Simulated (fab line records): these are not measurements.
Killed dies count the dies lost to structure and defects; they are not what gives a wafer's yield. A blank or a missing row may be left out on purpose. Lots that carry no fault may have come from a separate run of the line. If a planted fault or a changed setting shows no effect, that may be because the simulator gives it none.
Chamber matching ; flow gf180mcu ; 4 sister chambers for GF_V3_CMP_26 on cmp-02
The step polishes, stops on SiO2, t overpolish 15 s, target thk 0 nm. 4 wafers are shown with their chamber, then 12 later ones without.

## WAFERS, EACH WITH ITS CHAMBER
wafer;chamber;motor current A (A)
L086.1;0;9.1
L091.1;1;12.3
L091.2;2;12.0
L091.4;3;11.3

## WAFERS MISSING THEIR CHAMBER
wafer;motor current A (A)
L092.3;11.5
L092.4;10.9
L092.5;11.3
L094.2;9.3
L094.4;11.2
L094.5;11.6
L096.1;12.6
L096.2;9.6
L096.3;11.4
L097.1;11.7
L097.4;9.7
L097.6;9.2

## EACH ONE'S CHAMBER
wafer;from the rows above;in truth
L092.3;can't be placed: 3 or 2 or 1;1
L092.4;3;3
L092.5;3;3
L094.2;0;0
L094.4;3;3
L094.5;can't be placed: 3 or 2 or 1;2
L096.1;can't be placed: 1 or 2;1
L096.2;0;0
L096.3;can't be placed: 3 or 2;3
L097.1;can't be placed: 2 or 3 or 1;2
L097.4;0;0
L097.6;0;0
7 of 12 placed correctly. Cannot be placed on the basis of these rows: 5; the candidates contain the true chamber in 5. 0 placed wrongly.
How it was worked out, from the rows above alone: a wafer's distance from a chamber is the root of the sum, over the readings, of the square of ((its reading less the chamber's mean) divided by the reading's scatter). The wafer belongs to the nearest chamber; if the next one is less than 2 further off, it can't be placed. A chamber's mean is the mean of its shown wafers. The scatter (one wafer shown for each chamber): square how far every hidden wafer sits from the nearest shown wafer, average those squares and take the square root.
